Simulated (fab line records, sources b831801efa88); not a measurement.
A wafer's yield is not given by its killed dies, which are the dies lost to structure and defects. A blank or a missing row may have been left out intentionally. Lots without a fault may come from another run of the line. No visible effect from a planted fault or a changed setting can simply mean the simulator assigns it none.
A lot that was struck, set against a sound lot || flow sky130 || 17 steps out of a route of 708
Sound: these wafers, L820.2, L820.3, L820.4. Struck: wafer L827.2. (L827.1, L827.6 of the same lot were not struck and are left out.) The cause comes at the end.
Order at every step that has rows: each side's tool, ch and its chambers, its first start. Under that, the readings that differ: sound wafers || struck wafers || difference of the means || sigmas: that difference in standard deviations of wafers without a fault.
alike: words and numbers the same on both sides, and readings whose means are apart by under 2 such deviations; not compared: readings that were withheld, readings missing a value for some wafer, numbers with overlapping values and no deviation given by the record, and bounds like >300 which may hide the same value.
Wherever a step has rows on one side only, a row that says differs or no value, or a row with sigmas, the two part there. Numbers that don't overlap but have no deviation are shown without sigmas and don't part them. A reading missing from all wafers of one side parts the sides only when that side holds two or more wafers.

first, 1 step without rows for these wafers: SKY_FIELD_ISO_DEVELOP_12 (develop time 60 s).
SKY_FIELD_ISO_CD_MEAS_13: target cd 150 nm.
  sound: cdSem-01 at day 2 04:25; struck: cdSem-01 at day 3 17:58
  alike: cdNm
SKY_FIELD_ISO_ETCH_14: etches BARC in N2/H2, stops on SiO2, time 45.9 s, target depth 60 nm.
  sound on rieDiel-02 ch 0,1,3, day 2 04:31; struck on rieDiel-02 ch 3, day 3 18:05
  alike: chamberPressureMTorr, drypumpMotorCurrentA, oesProductAu, throttleValvePct
  not compared: rfHoursCounterH
SKY_FIELD_ISO_ETCH_15: etches the open film in CHF3/O2, stops on Si, target depth 180 nm, time 72 s.
  sound on rieDiel-02 ch 0,1,3, day 2 04:34; struck on rieDiel-02 ch 3, day 3 18:07
  alike: chamberPressureMTorr, drypumpMotorCurrentA, oesProductAu, throttleValvePct
  not compared: rfHoursCounterH
SKY_FIELD_ISO_STRIP_16: strips in O2/N2.
  sound on plasmaAsher-02 ch 0,1, day 2 04:37; struck on plasmaAsher-04 ch 0, day 3 18:11
{"reading": "oesProductAu (a.u.)", "sound": "0.382 0.376 0.372", "struck": 0.387, "difference": "+0.010", "sigmas": "+3"}
  alike: chamberPressureMTorr, drypumpMotorCurrentA, stripTimeToEndpointS
  not compared: rfHoursCounterH
SKY_FIELD_ISO_ETCH_17: etches Si in HBr/Cl2/O2, target depth 342 nm, time 97.7 s.
  sound on rieSi-02 ch 0,1,2, day 2 04:43; struck on rieSi-02 ch 1, day 3 18:17
{"reading": "rfHoursCounterH (h)", "sound": "141 60 105", "struck": 142, "difference": "+40", "sigmas": ""}
  alike: chamberPressureMTorr, drypumpMotorCurrentA, heBacksideLeakSccm, oesProductAu, throttleValvePct
then, 5 steps without rows for these wafers: SKY_FIELD_ISO_WET_ETCH_18 (etches Si3N4 in H3PO4, target depth 25 nm, time 286 s); SKY_FIELD_ISO_CLEAN_19 (cleans in SC1/SC2, time 150 s); SKY_FIELD_ISO_CLEAN_20 (cleans in dHF, time 20 s); SKY_FIELD_ISO_WET_ETCH_21 (etches SiO2 in dHF, target depth 20 nm, time 400 s); SKY_FIELD_ISO_OXIDATION_22 (stabilise 600 s, purge 300 s, target thk 10 nm).
SKY_FIELD_ISO_THK_MEAS_23:
  sound: filmMetro-01 at day 2 06:58; struck: filmMetro-02 at day 3 20:13
  alike: FIELD_ISO_OXIDATION_01_THK
SKY_FIELD_ISO_CVD_24: deposits SiO2, target thk 595 nm, time 99.2 s.
  sound on hdpcvd-01 ch 1,2, day 2 07:01; struck on hdpcvd-02 ch 2, day 3 20:16
{"reading": "model.SiO2_of_FIELD_ISO_CVD_24.thkNm (nm)", "sound": "588.6 588 597.5", "struck": 642.8, "difference": "+51.4", "sigmas": ""}
  alike: sih4FlowSccm
SKY_FIELD_ISO_THK_MEAS_25:
  sound: filmMetro-02 at day 2 07:05; struck: filmMetro-03 at day 3 20:34
{"reading": "FIELD_ISO_CVD_24_THK (nm)", "sound": "589 588 598", "struck": 642, "difference": "+50", "sigmas": "+9"}
  not compared: hold
SKY_FIELD_ISO_CMP_27: polishes, stops on Si3N4, t overpolish 16 s, target thk 457.8 nm.
  sound on cmp-01 ch 1,2,3, day 2 09:58; struck on cmp-01 ch 1, day 4 03:47
{"reading": "timeToEndpointS (s)", "sound": "115 113 116", "struck": 127, "difference": "+12", "sigmas": "+3"}
  alike: headPressurePsi, motorCurrentA, platenRpm
then, 1 step without rows for these wafers: SKY_FIELD_ISO_WET_ETCH_28 (etches SiO2 in dHF, target depth 23.7 nm, time 47 s).
SKY_PAD_OPEN_PROBE_99:
  the record has rows for the sound wafers here (prober-02, day 45 12:40) and none for the struck ones

== WHERE THEY PART ==
At SKY_FIELD_ISO_STRIP_16 first; at SKY_PAD_OPEN_PROBE_99 last (within this record only).

WHY: what the simulator had put in
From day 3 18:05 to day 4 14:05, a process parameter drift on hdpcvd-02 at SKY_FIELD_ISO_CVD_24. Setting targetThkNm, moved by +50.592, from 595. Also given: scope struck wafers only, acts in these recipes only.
